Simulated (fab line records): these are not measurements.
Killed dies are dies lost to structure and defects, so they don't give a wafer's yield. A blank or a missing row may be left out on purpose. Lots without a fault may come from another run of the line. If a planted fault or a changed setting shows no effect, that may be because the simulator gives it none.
fab line records	flow gf180mcu
record lots=13	wafers=39	lastDay=34
route steps=602 shown HV_LDD@197 SALICIDE@282 CONTACT@310 M1@315
lots that met no fault: from a run of the same line without faults
startH: start of the lot's first displayed wafer, in hours after the record's first day	waitH: how many hours have passed since the lot's step before this one	" as in the row above	L1.1+2: a row that stands for several wafers	- no value present, or no start provided	* or withheld: withheld	< > ~ a bound
route shown NAME@n: a module of which the file shows steps, and the number in the route of the first	usual: average and standard deviation across the fault-free wafers	same: alike in all rows	chamber/n: place in a boat	sites: per-site readings	_std_site: standard deviation across them	_edge_site: the outer-site mean with the inner-site mean subtracted	radiusMm: how far each site lies from the wafer's centre	mask NAME#n: copy n	behind: the tool/chamber that last shaped the wafer	hold: why the lot was held/for how many hours/how that ended	device: whichever transistor did not switch (one of n, p or np)	end of line: at the end of the route, the tests of the same wafers	where a step has no rows: the recipe by itself	killed: at the first sort, the dies lost to defects and structure; wafer yield is something else	map: dies across one wafer; x = killed, . = not, _ = none there
set.NAME: the setting as run; set.NAME@STEP: as run at that earlier step	model.NAME: the simulator's own value behind a step, which no gauge read
route steps across a sampled set of lots; one table per step, one row per wafer
services: from which hour (startH, from the record's first day; less than 0 if before it) a tool's chamber was out of use, for how many hours, and why
## steps
# step GF_HV_LDD_IMPLANT_21
# recipe species=BF2	energyKev=25	doseCm2=5e+13	tiltDeg=7
# usual beamEnergyKeV=25.000/0.0078	beamOnS=10.02/0.19
lot.wafer	tool	chamber	startH	waitH	beamEnergyKeV	beamOnS
L347.2	implanter-03	0	230.58	0.0	25.012	9.88
L347.4	"	0	"	"	24.999	10.19
L347.6	"	0	"	"	24.993	10.26
L348.2	implanter-02	0	242.15	0.0	25.000	9.97
L348.3	"	0	"	"	25.000	10.20
L348.6	"	0	"	"	25.002	9.94
L349.1	implanter-03	0	245.68	0.0	24.990	10.14
L349.2	"	0	"	"	24.982	9.99
L349.5	"	0	"	"	24.987	9.87
L353.3	implanter-02	0	276.80	0.1	34.265	9.94
L353.4	"	0	"	"	34.269	10.21
L353.6	"	0	"	"	34.278	10.44
L357.1	implanter-02	0	307.87	0.0	34.295	10.08
L357.3	"	0	"	"	34.293	9.96
L357.5	"	0	"	"	34.289	10.01
L358.1	implanter-03	0	318.32	0.0	25.010	10.03
L358.2	"	0	"	"	24.989	9.59
L358.5	"	0	"	"	24.988	9.87
L360.1	implanter-01	0	333.12	0.0	25.015	10.10
L360.3	"	0	"	"	24.993	10.27
L360.5	"	0	"	"	24.984	9.82
L362.1	implanter-01	0	352.67	0.0	25.001	9.77
L362.5	"	0	"	"	25.010	10.35
L362.6	"	0	"	"	25.003	9.71
L363.2	implanter-01	0	365.40	0.0	25.008	10.18
L363.3	"	0	"	"	25.003	9.97
L363.5	"	0	"	"	25.000	10.24
L364.2	implanter-02	0	379.00	0.0	25.007	9.71
L364.4	"	0	"	"	25.012	10.15
L364.6	"	0	"	"	25.004	9.93
L366.3	implanter-03	0	382.30	0.1	25.005	10.28
L366.4	"	0	"	"	25.011	10.09
L366.6	"	0	"	"	25.004	10.01
L368.1	implanter-02	0	397.37	0.0	25.004	10.24
L368.2	"	0	"	"	25.014	10.40
L368.3	"	0	"	"	25.010	10.29
L370.1	implanter-02	0	414.37	0.0	24.999	9.78
L370.3	"	0	"	"	25.000	9.68
L370.5	"	0	"	"	25.002	10.17
# step GF_HV_LDD_TW_MEAS_23
# usual HV_LDD_2_TW=1057/9.1
lot.wafer	tool	chamber	startH	waitH	HV_LDD_2_TW
L347.2	filmMetro-04	-	230.81	0.1	1074
L347.4	"	-	"	"	1071
L347.6	"	-	"	"	1072
L348.2	filmMetro-01	-	242.39	0.1	1051
L348.3	"	-	"	"	1050
L348.6	"	-	"	"	1050
L349.1	filmMetro-03	-	245.93	0.1	1053
L349.2	"	-	"	"	1051
L349.5	"	-	"	"	1051
L353.3	filmMetro-01	-	277.02	0.1	1142
L353.4	"	-	"	"	1147
L353.6	"	-	"	"	1148
L357.1	filmMetro-01	-	308.12	0.1	1145
L357.3	"	-	"	"	1140
L357.5	"	-	"	"	1144
L358.1	filmMetro-01	-	318.57	0.1	1049
L358.2	"	-	"	"	1051
L358.5	"	-	"	"	1051
L360.1	filmMetro-03	-	333.37	0.1	1058
L360.3	"	-	"	"	1056
L360.5	"	-	"	"	1059
L362.1	filmMetro-03	-	352.92	0.1	1058
L362.5	"	-	"	"	1057
L362.6	"	-	"	"	1065
L363.2	filmMetro-01	-	365.63	0.1	1043
L363.3	"	-	"	"	1052
L363.5	"	-	"	"	1046
L364.2	filmMetro-03	-	379.23	0.1	1046
L364.4	"	-	"	"	1054
L364.6	"	-	"	"	1055
L366.3	filmMetro-03	-	382.52	0.1	1049
L366.4	"	-	"	"	1054
L366.6	"	-	"	"	1057
L368.1	filmMetro-03	-	397.62	0.1	1055
L368.2	"	-	"	"	1062
L368.3	"	-	"	"	1059
L370.1	filmMetro-04	-	414.62	0.1	1077
L370.3	"	-	"	"	1071
L370.5	"	-	"	"	1072
# step GF_SALICIDE_RS_MEAS_04
# recipe thkMeasGauge=four-point-probe	reads=TiN_of_SALICIDE_SPUTTER_03+Co_of_SALICIDE_SPUTTER_02
# usual SALICIDE_TIN_RS=16.4/0.32
lot.wafer	tool	chamber	startH	waitH	SALICIDE_TIN_RS[ohm/sq]
L347.2	filmMetro-01	-	331.35	0.0	16.1
L347.4	"	-	"	"	16.2
L347.6	"	-	"	"	16.4
L348.2	filmMetro-01	-	344.35	0.0	16.7
L348.3	"	-	"	"	16.8
L348.6	"	-	"	"	16.9
L349.1	filmMetro-01	-	346.85	0.0	16.0
L349.2	"	-	"	"	16.4
L349.5	"	-	"	"	16.7
L353.3	filmMetro-02	-	383.63	0.1	16.5
L353.4	"	-	"	"	16.2
L353.6	"	-	"	"	16.2
L357.1	filmMetro-03	-	422.04	0.0	16.4
L357.3	"	-	"	"	16.2
L357.5	"	-	"	"	16.2
L358.1	filmMetro-01	-	437.81	0.0	16.5
L358.2	"	-	"	"	16.0
L358.5	"	-	"	"	16.8
L360.1	filmMetro-02	-	454.86	0.0	16.1
L360.3	"	-	"	"	16.4
L360.5	"	-	"	"	16.6
L362.1	filmMetro-01	-	476.36	0.0	16.7
L362.5	"	-	"	"	16.6
L362.6	"	-	"	"	16.9
L363.2	filmMetro-03	-	490.93	0.0	16.8
L363.3	"	-	"	"	16.3
L363.5	"	-	"	"	16.6
L364.2	filmMetro-01	-	505.92	0.0	16.0
L364.4	"	-	"	"	16.0
L364.6	"	-	"	"	15.9
L366.3	filmMetro-01	-	512.26	0.1	16.7
L366.4	"	-	"	"	16.6
L366.6	"	-	"	"	16.6
L368.1	filmMetro-01	-	522.25	0.0	16.5
L368.2	"	-	"	"	16.0
L368.3	"	-	"	"	16.5
L370.1	filmMetro-01	-	539.81	0.0	16.8
L370.3	"	-	"	"	16.2
L370.5	"	-	"	"	16.6
# step GF_CONTACT_SPUTTER_23
# recipe material=TiN	targetThkNm=10	chamberPressurePa=5	powerW=4000	timeS=40
# usual throttleValvePct=29.7/1.1
lot.wafer	tool	chamber	startH	waitH	throttleValvePct
L347.2	pvdSputter-03	-	354.82	0.0	30.2
L347.4	"	-	"	"	30.2
L347.6	"	-	"	"	30.1
L348.2	pvdSputter-03	-	368.04	0.0	30.4
L348.3	"	-	"	"	29.9
L348.6	"	-	"	"	30.6
L349.1	pvdSputter-04	-	370.52	0.0	28.5
L349.2	"	-	"	"	28.6
L349.5	"	-	"	"	28.5
L353.3	pvdSputter-03	-	408.86	0.0	30.4
L353.4	"	-	"	"	30.0
L353.6	"	-	"	"	30.1
L357.1	pvdSputter-03	-	447.44	0.0	30.4
L357.3	"	-	"	"	30.4
L357.5	"	-	"	"	30.3
L358.1	pvdSputter-01	-	464.39	0.0	30.9
L358.2	"	-	"	"	28.6
L358.5	"	-	"	"	29.1
L360.1	pvdSputter-01	-	481.29	0.0	28.8
L360.3	"	-	"	"	30.8
L360.5	"	-	"	"	29.2
L362.1	pvdSputter-04	-	502.14	0.0	31.1
L362.5	"	-	"	"	28.6
L362.6	"	-	"	"	31.2
L363.2	pvdSputter-03	-	516.37	0.0	30.3
L363.3	"	-	"	"	30.3
L363.5	"	-	"	"	30.2
L364.2	pvdSputter-03	-	530.33	0.0	30.2
L364.4	"	-	"	"	30.4
L364.6	"	-	"	"	29.9
L366.3	pvdSputter-03	-	537.13	0.0	29.9
L366.4	"	-	"	"	30.2
L366.6	"	-	"	"	30.3
L368.1	pvdSputter-01	-	546.45	0.0	28.3
L368.2	"	-	"	"	28.6
L368.3	"	-	"	"	31.2
L370.1	pvdSputter-04	-	563.79	0.0	27.7
L370.3	"	-	"	"	28.3
L370.5	"	-	"	"	28.5
# step GF_M1_SPUTTER_00
# recipe material=Ti	targetThkNm=37.5	arrivingIonEnergyEv=80	substrateTempC=200	chamberPressurePa=2	powerW=4000	timeS=150
# usual throttleValvePct=29.3/1.1
lot.wafer	tool	chamber	startH	waitH	throttleValvePct
L347.2	pvdSputter-01	-	355.44	0.2	29.0
L347.4	"	-	"	"	31.0
L347.6	"	-	"	"	31.2
L348.2	pvdSputter-01	-	368.66	0.1	28.4
L348.3	"	-	"	"	29.1
L348.6	"	-	"	"	28.9
L349.1	pvdSputter-01	-	371.14	0.1	30.9
L349.2	"	-	"	"	29.0
L349.5	"	-	"	"	30.7
L353.3	pvdSputter-01	-	409.50	0.2	31.1
L353.4	"	-	"	"	29.0
L353.6	"	-	"	"	30.7
L357.1	pvdSputter-04	-	448.06	0.1	28.4
L357.3	"	-	"	"	30.8
L357.5	"	-	"	"	28.7
L358.1	pvdSputter-02	-	465.01	0.2	29.1
L358.2	"	-	"	"	29.6
L358.5	"	-	"	"	29.9
L360.1	pvdSputter-04	-	481.91	0.2	27.7
L360.3	"	-	"	"	30.9
L360.5	"	-	"	"	28.5
L362.1	pvdSputter-02	-	502.76	0.1	29.5
L362.5	"	-	"	"	29.2
L362.6	"	-	"	"	27.9
L363.2	pvdSputter-02	-	516.99	0.2	30.3
L363.3	"	-	"	"	29.5
L363.5	"	-	"	"	29.1
L364.2	pvdSputter-01	-	530.95	0.2	28.7
L364.4	"	-	"	"	30.5
L364.6	"	-	"	"	30.5
L366.3	pvdSputter-01	-	537.75	0.1	28.6
L366.4	"	-	"	"	31.3
L366.6	"	-	"	"	30.8
L368.1	pvdSputter-04	-	547.07	0.1	28.5
L368.2	"	-	"	"	27.9
L368.3	"	-	"	"	28.7
L370.1	pvdSputter-04	-	564.41	0.2	31.0
L370.3	"	-	"	"	28.5
L370.5	"	-	"	"	28.6
## services
tool	chamber	startH	hours	kind
implanter-02	-	210.45	2.3	repair
pvdSputter-01	-	210.76	4.4	repair
pvdSputter-04	-	213.79	3.1	repair
implanter-01	-	218.23	1.8	repair
implanter-01	-	221.38	2.5	pm
implanter-03	-	255.34	2.7	pm
pvdSputter-01	-	288.57	1.9	repair
pvdSputter-02	-	290.43	24.7	repair
pvdSputter-01	-	301.03	1.3	repair
pvdSputter-01	-	309.95	5.5	repair
implanter-02	-	322.56	7.7	repair
implanter-03	-	328.12	1.6	repair
implanter-01	-	330.13	2.0	repair
implanter-02	-	336.15	2.7	pm
pvdSputter-04	-	344.46	1.6	repair
pvdSputter-02	-	345.59	2.9	repair
pvdSputter-03	-	357.68	8.5	repair
implanter-02	-	389.62	2.5	pm
pvdSputter-01	-	399.57	2.4	repair
implanter-03	-	442.80	3.0	repair
implanter-02	-	453.12	11.3	pm
implanter-03	-	465.46	3.2	pm
pvdSputter-01	-	515.26	2.6	repair
pvdSputter-04	-	552.83	0.6	repair
## key
firstSign step=GF_HV_LDD_IMPLANT_21	reading=beamEnergyKeV	direction=up	sigmas=99+	usual=25.000	struck=34.281
effect step=GF_HV_LDD_TW_MEAS_23	reading=HV_LDD_2_TW	direction=up	sigmas=9.6	usual=1057	struck=1144
metAt GF_HV_LDD_IMPLANT_21
struckLots L353,L357
testerLeftOut L353,L357
notActingAt GF_SALICIDE_RS_MEAS_04,GF_CONTACT_SPUTTER_23,GF_M1_SPUTTER_00
onsetBetween 242.15 276.80
fault kind=processParameterDrift	tool=implanter-02	chamber=-	onsetH=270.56	steps=GF_HV_LDD_IMPLANT_21	channel=energyKev	offset=9.2876	shape=step	endH=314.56	actsIn=theseRecipesOnly	stated=25
# testerLeftOut: of these lots the tester's yield and bins aren't shown, on N5 and GAA mostly nor the transistor test; their killed dies are dies lost to structure and defects alone, not to doping, threshold or leakage, so they don't give the yield
